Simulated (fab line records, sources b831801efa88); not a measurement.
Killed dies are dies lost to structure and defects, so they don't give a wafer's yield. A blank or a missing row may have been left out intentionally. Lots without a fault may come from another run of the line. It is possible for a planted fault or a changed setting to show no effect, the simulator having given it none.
Comparing a struck lot with a sound one    flow sfq-line    42 out of 325 route steps
Sound: the wafers L112.1, L112.2, L112.4. Struck: wafer L119.2 (left out: L119.3, L119.5 of the same lot, which were not struck); the cause appears at the end.
Each step with rows lists, per side, the tool, then ch with its chambers, then its first start. Under that, the readings that differ: sound wafers    struck wafers    difference of the means    sigmas: that difference in standard deviations of wafers without a fault.
alike: a reading whose means differ by less than 2 such deviations, as well as words and numbers matching on both sides. not compared: withheld readings; readings where some wafer has no value; bounds like >300 that might hide an equal value; numbers whose values overlap and for which the record gives no deviation.
A row with sigmas, a row that says differs or no value, or rows on one side alone: a step with any of these is where the two part. When numbers do not overlap yet have no deviation, they are printed without sigmas and do not part them. A reading that every wafer of one side lacks parts them only if that side has two wafers or more.

first, 6 steps without rows for these wafers: SFQ_TRILAYER_M4_LITHO_COAT_098 (resist thk 62 nm); SFQ_TRILAYER_M4_LITHO_COAT_093 (resist thk 600 nm); SFQ_TRILAYER_M4_LITHO_SOFTBAKE_097; SFQ_TRILAYER_M4_LITHO_EXPOSE_094 (exposes mask M4, target cd 500 nm); SFQ_TRILAYER_M4_LITHO_PEB_096 (peb time 60 s); SFQ_TRILAYER_M4_LITHO_DEVELOP_095 (time 60 s).
SFQ_M4_OVL_MEAS_926:
  sound on overlay-02 at day 47 01:52; struck on overlay-02 at day 58 23:16
  alike: M4_OVL
SFQ_TRILAYER_M4_BARC_OPEN_METAL_ETCH_123: etches BARC in O2, target depth 125 nm, time 41.7 s.
  sound on rie-metal-02 ch 0,1, day 47 01:53; struck on rie-metal-02 ch 0, day 58 23:17
  alike: chamber-pressure-mTorr, drypump-motor-current-A, oes-product-au
  not compared: rf-hours-counter-h
then, 3 steps without rows for these wafers: SFQ_TRILAYER_M4_ETCH_METAL_ETCH_096 (etches Nb in Cl2/Ar, stops on SiO2, target depth 240 nm, time 120 s); SFQ_TRILAYER_M4_STRIP_STRIP_097 (strips in O2); SFQ_TRILAYER_M4_STRIP_SOLV_CLEAN_098 (cleans in NMP, time 600 s).
SFQ_TRILAYER_I4_DEP_PECVD_099: deposits SiO2 from SiH4/N2O, time 111.11 s, target thk 500 nm.
  sound on pecvd-04 ch 0,1,2, day 47 02:51; struck on pecvd-03 ch 2, day 59 00:15
  alike: heater-power-w, throttle-valve-pct
SFQ_TRILAYER_I4_CMP_CMP_100: polishes SiO2.
  sound on cmp-02 ch 0,2,3, day 48 10:14; struck on cmp-02 ch 2, day 59 01:28
reading                                              sound              struck  difference  sigmas
time-to-endpoint-s (s)                               205 226 209        194     -19         -2
model.SiO2_of_TRILAYER_I4_DEP_PECVD_099.thk-nm (nm)  198.6 200.3 199.2  218.8   +19.4       
  alike: motor-current-A, slurry-filter-dp-kPa
SFQ_I4_BOW_MEAS_927:
  sound on film-metro-01 at day 48 12:44; struck on film-metro-01 at day 59 03:59
  alike: I4_BOW
SFQ_TRILAYER_I4_METRO_MEASURE_101:
  sound on film-metro-01 at day 48 12:51; struck on film-metro-01 at day 59 04:17
reading      sound              struck  difference  sigmas
thk-nm (nm)  198.6 200.4 199.3  218.7   +19.3       +16
then, 6 steps without rows for these wafers: SFQ_TRILAYER_I4_VIA_LITHO_COAT_108 (resist thk 62 nm); SFQ_TRILAYER_I4_VIA_LITHO_COAT_103 (resist thk 650 nm); SFQ_TRILAYER_I4_VIA_LITHO_SOFTBAKE_107; SFQ_TRILAYER_I4_VIA_LITHO_EXPOSE_104 (exposes mask I4, target cd 700 nm); SFQ_TRILAYER_I4_VIA_LITHO_PEB_106 (peb time 60 s); SFQ_TRILAYER_I4_VIA_LITHO_DEVELOP_105 (time 60 s).
SFQ_I4_OVL_MEAS_928:
  sound on overlay-02 at day 51 22:25; struck on overlay-02 at day 59 07:40
  alike: I4_OVL
then, 1 step without rows for these wafers: SFQ_TRILAYER_I4_VIA_BARC_OPEN_VIA_ETCH_146 (etches BARC in O2, target depth 125 nm, time 41.7 s).
SFQ_TRILAYER_I4_VIA_ETCH_VIA_ETCH_106: etches SiO2 in CHF3, stops on Nb, target depth 260 nm.
  sound on rie-diel-04 ch 0,1,3, day 51 22:29; struck on rie-diel-04 ch 1, day 59 07:44
reading                         sound              struck  difference  sigmas
oes-product-au (a.u.)           0.854 0.858 0.843  0.895   +0.043      +8
model.I4.feature-depth-nm (nm)  198.6 200.3 199.2  218.8   +19.4       
model.etch.depth-nm (nm)        198.6 200.3 199.2  218.8   +19.4       
  alike: chamber-pressure-mTorr, drypump-motor-current-A
SFQ_TRILAYER_I4_VIA_STRIP_STRIP_107: strips in O2.
  sound on rie-metal-01 ch 0,1, day 51 22:35; struck on rie-metal-04 ch 0, day 59 07:50
  alike: chamber-pressure-mTorr, drypump-motor-current-A, oes-product-au
  not compared: rf-hours-counter-h
then, 2 steps without rows for these wafers: SFQ_TRILAYER_I4_VIA_STRIP_SOLV_CLEAN_108 (cleans in NMP, time 600 s); SFQ_TRILAYER_JJ_TRILAYER_DEP_PRE_CLEAN_113 (time 22.5 s).
SFQ_TRILAYER_JJ_TRILAYER_DEP_SPUTTER_109: material Nb, target thk 150 nm, time 100 s.
  sound on pvd-sputter-03 at day 51 23:24; struck on pvd-sputter-04 at day 59 08:38
  alike: throttle-valve-pct
then, 3 steps without rows for these wafers: SFQ_TRILAYER_JJ_TRILAYER_DEP_SPUTTER_110 (material Al, target thk 8 nm, time 10 s); SFQ_TRILAYER_JJ_TRILAYER_DEP_AL_OXIDATION_111 (oxidation time 600 s); SFQ_TRILAYER_JJ_TRILAYER_DEP_SPUTTER_112 (material Nb, target thk 170 nm, time 113.3 s).
SFQ_JJ_RS_MEAS_929: uses a four-point probe to measure.
  sound on film-metro-04 at day 52 00:34; struck on film-metro-04 at day 59 09:50
reading            sound              struck  difference  sigmas
JJ_NB_RS (ohm/sq)  1.075 1.092 1.071  1.032   -0.047      -3
then, 6 steps without rows for these wafers: SFQ_TRILAYER_JJ_CE_LITHO_COAT_119 (resist thk 62 nm); SFQ_TRILAYER_JJ_CE_LITHO_COAT_114 (resist thk 600 nm); SFQ_TRILAYER_JJ_CE_LITHO_SOFTBAKE_118; SFQ_TRILAYER_JJ_CE_LITHO_EXPOSE_115 (exposes mask J5, target cd 700 nm); SFQ_TRILAYER_JJ_CE_LITHO_PEB_117 (peb time 60 s); SFQ_TRILAYER_JJ_CE_LITHO_DEVELOP_116 (time 60 s).
SFQ_JJ_OVL_MEAS_931:
  sound on overlay-01 at day 52 15:58; struck on overlay-02 at day 59 12:15
  alike: J5_OVL
after that, 1 step had no rows for these wafers: SFQ_TRILAYER_JJ_CE_METRO_MEASURE_117.
SFQ_TRILAYER_JJ_CE_BARC_OPEN_RIE_150: chemistry O2, target BARC, target depth 240 nm, time 80 s.
  sound on rie-metal-03 ch 0,1, day 52 17:11; struck on rie-metal-02 ch 0, day 59 13:29
reading                         sound                 struck  difference  sigmas
chamber-pressure-mTorr (mTorr)  10.005 10.013 10.020  9.983   -0.030      -3
oes-product-au (a.u.)           0.537 0.540 0.538     0.549   +0.011      +2
  alike: drypump-motor-current-A
  not compared: rf-hours-counter-h
SFQ_TRILAYER_M5_ETCH_METAL_ETCH_126: etches Nb in Cl2/BCl3, stops on SiO2, time 203.2 s, target depth 265 nm.
  sound on rie-metal-03 ch 0,1, day 57 22:16; struck on rie-metal-01 ch 0, day 59 17:29
reading                                              sound              struck  difference  sigmas
oes-product-au (a.u.)                                0.727 0.726 0.727  0.714   -0.013      -2
model.SiO2_of_TRILAYER_I4_DEP_PECVD_099.thk-nm (nm)  179 180.7 179.6    198.8   +19.0       
  alike: chamber-pressure-mTorr, drypump-motor-current-A
  not compared: rf-hours-counter-h

== WHERE THEY PART ==
First at SFQ_TRILAYER_I4_CMP_CMP_100; last, within this record, at SFQ_TRILAYER_M5_ETCH_METAL_ETCH_126.

WHY: what the simulator had put in
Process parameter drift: cmp-02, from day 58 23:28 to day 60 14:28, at SFQ_TRILAYER_I4_CMP_CMP_100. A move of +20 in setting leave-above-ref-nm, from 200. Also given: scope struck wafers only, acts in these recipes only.
